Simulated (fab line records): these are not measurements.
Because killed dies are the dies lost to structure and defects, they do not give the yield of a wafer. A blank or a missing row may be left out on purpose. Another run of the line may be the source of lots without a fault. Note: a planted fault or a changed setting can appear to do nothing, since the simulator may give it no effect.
fab line records | flow sfq-line
record lots=5 wafers=15 last-day=80
route steps=325 shown M2@95 I2@103
lots that met no fault: from a run of the same line without faults
start-h: hours from the record's opening day to when the first of the lot's shown wafers began | wait-h: hours from the lot's prior step to this one | " as in the row above | L1.1+2: several wafers, shown together as one row | - value missing, or start not given | * or withheld: withheld | < > ~ a bound
route shown NAME@n: names a module that has steps shown in the file, with the first one's number in the route | usual: mean and standard deviation over wafers with no fault | same: alike in all rows | chamber/n: place in a boat | sites: each site's reading | _std_site: standard deviation of those values | _edge_site: outer sites' mean less inner sites' | radius-mm: for every site, how far away it sits from the centre of the wafer | mask NAME#n: copy n | behind: the most recent tool/chamber to have shaped the wafer | hold: reason for holding the lot/hours on hold/outcome of the hold | device: which transistor (n, p or np) failed to switch | end of line: at the end of the route, the tests of the same wafers | for a step that has no rows: nothing shown but its recipe | killed: count of dies lost to structure and defects at first sort (not the wafer's yield) | map: shows each die of a wafer: x if killed, . if not, _ if none is there
set.NAME: the setting the step ran with; set.NAME@STEP: the setting that earlier step ran with | model.NAME: the simulator's own value behind a step, which no gauge read
lots seen at some steps along the route; tables by step, rows by wafer
services: when a tool's chamber went out of use (start-h, in hours from the record's first day, below 0 if earlier), for how many hours, and the reason
## steps
# step SFQ_TRILAYER_M2_LITHO_EXPOSE_058
# recipe mask-id=M2 na=0.6 source-shape=conventional sigma-outer=0.65 target-cd-nm=500 dose-mj=14.4
# step SFQ_TRILAYER_M2_LITHO_PEB_060
# recipe peb-temp-c=115 peb-time-s=60 resist=KrF
# step SFQ_TRILAYER_M2_LITHO_DEVELOP_059
# recipe time-s=60 resist=KrF
# step SFQ_M2_OVL_MEAS_916
# usual M2_OVL=-3/5
# columns lot.wafer tool chamber start-h wait-h M2_OVL[nm]
L473.1 overlay-02 - 417.54 0.1 5
L473.5 " - " " -6
L473.6 " - " " -3
L474.3 overlay-02 - 429.55 0.1 2
L474.4 " - " " 2
L474.6 " - " " 0
L478.2 overlay-01 - 471.09 0.1 -12
L478.4 " - " " -9
L478.6 " - " " -5
L488.1 overlay-02 - 546.21 0.1 -9
L488.2 " - " " -4
L488.4 " - " " -5
L494.2 overlay-01 - 596.52 0.1 -1
L494.4 " - " " 9
L494.6 " - " " 2
# step SFQ_TRILAYER_M2_BARC_OPEN_METAL_ETCH_077
# recipe mask-material=PR chemistry=O2 target-depth-nm=125 target=BARC icp-w=600 bias-w=80 pressure-mtorr=10 time-s=41.7
# step SFQ_TRILAYER_M2_ETCH_METAL_ETCH_060
# recipe target=Nb stop-on=SiO2 mask-material=PR chemistry=Cl2/Ar target-depth-nm=240 icp-w=600 bias-w=80 pressure-mtorr=10 time-s=120
# usual drypump-motor-current-A=5.4/0.4 oes-product-au=0.892/0.0078 rf-fwd-power-W=597.6/2.2
# columns lot.wafer tool chamber start-h wait-h drypump-motor-current-A oes-product-au rf-fwd-power-W rf-hours-counter-h
L473.1 rie-metal-04 1 417.69 0.1 4.9 0.888 596.8 23
L473.5 " 1 " " 4.9 0.891 596.9 -
L473.6 " 1 " " 4.9 0.889 595.9 -
L474.3 rie-metal-04 1 429.77 0.1 4.9 0.899 600.4 -
L474.4 " 1 " " 4.9 0.909 598.4 -
L474.6 " 1 " " 4.8 0.902 598.2 -
L478.2 rie-metal-03 0 471.18 0.0 5.3 0.889 601.0 166
L478.4 " 1 " " 5.4 0.891 594.8 -
L478.6 " 1 " " 5.4 0.883 594.3 -
L488.1 rie-metal-03 0 546.37 0.1 5.3 0.886 598.2 5
L488.2 " 0 " " 5.3 0.892 598.8 -
L488.4 " 0 " " 5.3 0.894 598.1 -
L494.2 rie-metal-04 1 596.61 0.0 4.9 0.886 596.9 57
L494.4 " 1 " " 4.9 0.883 597.4 -
L494.6 " 0 " " 5.1 0.888 597.2 -
# step SFQ_TRILAYER_M2_STRIP_STRIP_061
# recipe gas=O2 power-w=200 platen-temp-c=40 overash-fraction=0.65 chemistry=O2 pressure-mtorr=50
# usual drypump-motor-current-A=5.4/0.4 oes-product-au=1.002/0.0085
# columns lot.wafer tool chamber start-h wait-h drypump-motor-current-A oes-product-au rf-hours-counter-h
L473.1 rie-metal-04 1 417.94 0.2 4.9 0.999 23
L473.5 " 1 " " 4.8 1.003 -
L473.6 " 1 " " 4.8 1.005 -
L474.3 rie-metal-04 1 430.34 0.5 4.8 0.989 -
L474.4 " 1 " " 4.8 0.995 -
L474.6 " 1 " " 4.9 0.994 -
L478.2 rie-metal-03 0 471.31 0.1 5.3 0.999 166
L478.4 " 1 " " 5.4 1.009 -
L478.6 " 1 " " 5.4 1.006 -
L488.1 rie-metal-03 0 546.62 0.2 5.3 0.993 6
L488.2 " 0 " " 5.3 0.999 -
L488.4 " 0 " " 5.3 1.002 -
L494.2 rie-metal-04 1 596.73 0.1 4.8 1.000 57
L494.4 " 1 " " 4.9 1.006 -
L494.6 " 0 " " 5.1 1.007 -
# step SFQ_TRILAYER_M2_STRIP_SOLV_CLEAN_062
# recipe chemistry=NMP temp-c=70 time-s=600
# step SFQ_TRILAYER_I2_DEP_PECVD_063
# recipe material=SiO2 temp-c=150 time-s=111.11 pressure-torr=2.4 rf-w=183.3 precursor=SiH4/N2O target-thk-nm=500
# usual heater-power-w=75/12 rf-fwd-power-W=182.2/0.7 throttle-valve-pct=24.6/1.8
# columns lot.wafer tool chamber start-h wait-h heater-power-w rf-fwd-power-W throttle-valve-pct
L473.1 pecvd-03 1 419.32 0.0 80 184.0 25.2
L473.5 " 0 " " 97 182.3 23.5
L473.6 " 1 " " 86 183.4 25.2
L474.3 pecvd-02 0 431.32 0.0 78 182.3 28.2
L474.4 " 1 " " 63 182.1 25.0
L474.6 " 0 " " 81 182.3 28.4
L478.2 pecvd-01 1 472.10 0.0 64 182.0 23.0
L478.4 " 2 " " 67 182.3 23.5
L478.6 " 1 " " 65 181.7 23.0
L488.1 pecvd-02 1 547.99 0.0 60 181.4 25.0
L488.2 " 0 " " 80 182.1 28.4
L488.4 " 2 " " 72 182.7 24.1
L494.2 pecvd-02 2 597.52 0.0 60 182.2 23.4
L494.4 " 2 " " 66 183.6 23.3
L494.6 " 0 " " 75 181.7 23.1
# step SFQ_TRILAYER_I2_CMP_CMP_064
# recipe material=SiO2 down-force-psi=3 platen-rpm=60 pad-velocity-m-s=0.94248
# usual motor-current-A=10.0/0.51 platen-rpm=60.00/0.043 time-to-endpoint-s=216/10
# columns lot.wafer tool chamber start-h wait-h motor-current-A platen-rpm time-to-endpoint-s
L473.1 cmp-02 0 423.43 4.1 9.5 60.02 218
L473.6 " 2 424.43 5.0 9.5 59.98 219
L473.5 " 3 " " 9.8 59.94 204
L474.3 cmp-02 3 440.11 8.8 9.9 60.00 205
L474.4 " 0 " " 9.6 59.94 231
L474.6 " 2 441.61 10.2 10.3 59.94 211
L478.4 cmp-02 3 477.39 5.2 10.4 59.97 214
L478.2 " 1 478.39 6.3 9.9 60.01 227
L478.6 " 3 479.39 7.2 10.0 59.98 220
L488.1 cmp-02 3 559.96 11.9 10.2 60.02 202
L488.2 " 0 " " 9.3 60.04 205
L488.4 " 1 " " 10.1 59.99 218
L494.4 cmp-02 0 616.08 18.5 9.3 60.02 227
L494.2 " 3 617.58 20.0 10.1 59.99 216
L494.6 " 0 " " 9.9 59.97 224
# step SFQ_I2_BOW_MEAS_917
# recipe mode=bow
# usual I2_BOW=4/8.4
# columns lot.wafer tool chamber start-h wait-h I2_BOW[um]
L473.1 film-metro-01 - 425.43 1.5 7
L473.5 " - " " 7
L473.6 " - " " 7
L474.3 film-metro-01 - 442.65 2.0 0
L474.4 " - " " 2
L474.6 " - " " 12
L478.2 film-metro-03 - 479.91 1.0 25
L478.4 " - " " 10
L478.6 " - " " 13
L488.1 film-metro-01 - 562.96 2.5 15
L488.2 " - " " 17
L488.4 " - " " 1
L494.2 film-metro-03 - 619.10 1.0 6
L494.4 " - " " 7
L494.6 " - " " 17
# step SFQ_TRILAYER_I2_METRO_MEASURE_065
# step SFQ_TRILAYER_I2_VIA_LITHO_COAT_072
# recipe resist=BARC spin-rpm=3000 resist-thk-nm=62
# columns lot.wafer tool chamber start-h wait-h model.BARC_of_TRILAYER_I2_VIA_LITHO_COAT_072.thk-nm
L473.1 litho-track-04 0 426.75 1.0 61.8
L473.5+6 " 0 " " 61.89
L474.3 litho-track-02 0 444.03 0.7 61.9
L474.4 " 0 " " 61.87
L474.6 " 0 " " 61.85
L478.2 litho-track-02 0 481.26 0.8 63.93
L478.4 " 0 " " 63.96
L478.6 " 0 " " 63.8
L488.1 litho-track-04 0 564.28 1.0 61.76
L488.2 " 0 " " 62
L488.4 " 0 " " 61.69
L494.2 litho-track-04 0 620.45 0.8 62.19
L494.4 " 0 " " 62.29
L494.6 " 0 " " 62.12
# step SFQ_TRILAYER_I2_VIA_LITHO_COAT_067
# recipe resist=KrF spin-rpm=3000 resist-thk-nm=650
# step SFQ_TRILAYER_I2_VIA_LITHO_SOFTBAKE_071
# recipe temp-c=withheld time-s=withheld resist=KrF
# step SFQ_TRILAYER_I2_VIA_LITHO_EXPOSE_068
# recipe mask-id=I2 na=0.6 source-shape=conventional sigma-outer=0.65 target-cd-nm=500 dose-mj=21.3
# step SFQ_TRILAYER_I2_VIA_LITHO_PEB_070
# recipe peb-temp-c=115 peb-time-s=60 resist=KrF
# step SFQ_TRILAYER_I2_VIA_LITHO_DEVELOP_069
# recipe time-s=60 resist=KrF
# step SFQ_I2_OVL_MEAS_918
# usual I2_OVL=-7/4.9
# columns lot.wafer tool chamber start-h wait-h I2_OVL[nm]
L473.1 overlay-02 - 543.84 0.1 3
L473.5 " - " " 8
L473.6 " - " " 4
L474.3 overlay-02 - 553.98 0.1 -9
L474.4 " - " " -2
L474.6 " - " " -7
L478.2 overlay-01 - 587.58 0.1 -5
L478.4 " - " " -10
L478.6 " - " " -9
L488.1 overlay-02 - 665.77 0.1 -14
L488.2 " - " " -9
L488.4 " - " " -6
L494.2 overlay-01 - 718.58 0.1 -4
L494.4 " - " " -8
L494.6 " - " " -1
# step SFQ_TRILAYER_I2_VIA_BARC_OPEN_VIA_ETCH_096
# recipe mask-material=PR chemistry=O2 target-depth-nm=125 target=BARC source-w=500 bias-w=80 pressure-mtorr=30 time-s=41.7
# usual drypump-motor-current-A=5.9/0.38 oes-product-au=0.685/0.0047 rf-fwd-power-W=494.9/2.3
# columns lot.wafer tool chamber start-h wait-h drypump-motor-current-A oes-product-au rf-fwd-power-W rf-hours-counter-h model.etch.depth-nm
L473.1 rie-diel-01 1 543.87 0.0 5.8 0.682 496.7 38 61.8
L473.5 " 3 " " 6.2 0.675 494.3 - 61.89
L473.6 " 2 " " 5.8 0.677 491.4 - 61.89
L474.3 rie-diel-04 1 554.01 0.0 6.6 0.686 492.4 44 61.9
L474.4 " 2 " " 6.0 0.692 498.2 12 61.87
L474.6 " 3 " " 5.3 0.674 493.1 - 61.85
L478.2 rie-diel-04 3 587.61 0.0 5.3 0.702 493.4 34 63.93
L478.4 " 2 " " 6.0 0.704 495.1 13 63.96
L478.6 " 2 " " 6.0 0.696 497.8 - 63.8
L488.1 rie-diel-01 2 665.81 0.0 5.8 0.682 494.9 14 61.76
L488.2 " 0 " " 5.6 0.693 491.2 14 62
L488.4 " 3 " " 6.2 0.691 495.5 13 61.69
L494.2 rie-diel-01 2 718.61 0.0 5.8 0.690 491.7 15 62.19
L494.4 " 3 " " 6.2 0.681 495.8 14 62.29
L494.6 " 1 " " 5.8 0.688 495.3 - 62.12
# step SFQ_TRILAYER_I2_VIA_ETCH_VIA_ETCH_070
# recipe target=SiO2 stop-on=Nb mask-material=PR taper-deg=20 chemistry=CHF3 target-depth-nm=260 source-w=500 bias-w=80 pressure-mtorr=30 time-s=withheld
# usual drypump-motor-current-A=5.9/0.38 oes-product-au=0.855/0.0057 rf-fwd-power-W=498.1/1.5
# columns lot.wafer tool chamber start-h wait-h drypump-motor-current-A oes-product-au rf-fwd-power-W
L473.1 rie-diel-01 1 543.91 0.0 5.8 0.855 496.9
L473.5 " 3 " " 6.2 0.854 497.6
L473.6 " 2 " " 5.8 0.851 496.0
L474.3 rie-diel-04 1 554.05 0.0 6.6 0.855 497.1
L474.4 " 2 " " 6.0 0.859 500.3
L474.6 " 3 " " 5.3 0.854 498.7
L478.2 rie-diel-04 3 587.65 0.0 5.3 0.853 496.8
L478.4 " 2 " " 6.0 0.856 497.8
L478.6 " 2 " " 6.0 0.856 500.0
L488.1 rie-diel-01 2 665.85 0.0 5.8 0.852 496.2
L488.2 " 0 " " 5.5 0.859 498.8
L488.4 " 3 " " 6.2 0.855 499.5
L494.2 rie-diel-01 2 718.65 0.0 5.8 0.853 498.7
L494.4 " 3 " " 6.2 0.849 500.9
L494.6 " 1 " " 5.8 0.846 499.0
## services
# columns tool chamber start-h hours kind
rie-diel-04 1 394.75 9.5 repair
pecvd-02 - 399.43 2.8 repair
cmp-02 - 406.43 4.0 pm
rie-metal-04 0 409.70 9.2 repair
cmp-02 - 430.81 2.8 repair
rie-diel-04 0 437.32 11.5 repair
cmp-02 - 466.61 4.3 pm
rie-metal-04 - 477.13 2.8 pm
rie-metal-04 - 485.14 14.6 pm
rie-diel-01 3 495.78 4.1 repair
rie-metal-03 - 502.13 0.9 repair
rie-diel-01 1 503.17 10.8 repair
rie-metal-03 - 530.76 5.5 repair
cmp-02 - 531.09 1.5 repair
cmp-02 - 537.23 1.7 repair
rie-diel-04 0 544.16 1.6 repair
rie-diel-04 - 558.42 0.5 repair
cmp-02 - 592.96 5.1 pm
rie-diel-04 0 593.92 4.2 repair
rie-diel-04 1 615.99 23.8 repair
rie-diel-01 2 634.35 6.3 repair
cmp-02 - 634.55 3.7 repair
rie-diel-01 3 657.23 2.6 repair
rie-diel-01 3 683.71 2.0 repair
## key
first-sign step=SFQ_TRILAYER_I2_VIA_BARC_OPEN_VIA_ETCH_096 reading=oes-product-au direction=up sigmas=3.4 usual=0.685 struck=0.701
effect none on later readings
model-effect step=SFQ_TRILAYER_I2_VIA_LITHO_COAT_072 value=BARC_of_TRILAYER_I2_VIA_LITHO_COAT_072.thk-nm without=61.76 struck=63.89
model-effect step=SFQ_TRILAYER_I2_VIA_BARC_OPEN_VIA_ETCH_096 value=etch.depth-nm without=61.76 struck=63.89
met-at SFQ_TRILAYER_I2_VIA_LITHO_COAT_072
struck-wafers L478.2,L478.4,L478.6
onset-between 444.03 481.26
also-fits SFQ_TRILAYER_I2_DEP_PECVD_063:pecvd-01,SFQ_TRILAYER_I2_VIA_BARC_OPEN_VIA_ETCH_096:rie-diel-04
fault kind=process-parameter-drift tool=litho-track-02 chamber=- onset-h=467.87 steps=SFQ_TRILAYER_I2_VIA_LITHO_COAT_072 channel=resist-thk-nm offset=2.144 shape=step end-h=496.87 acts-in=these-recipes-only stated=62
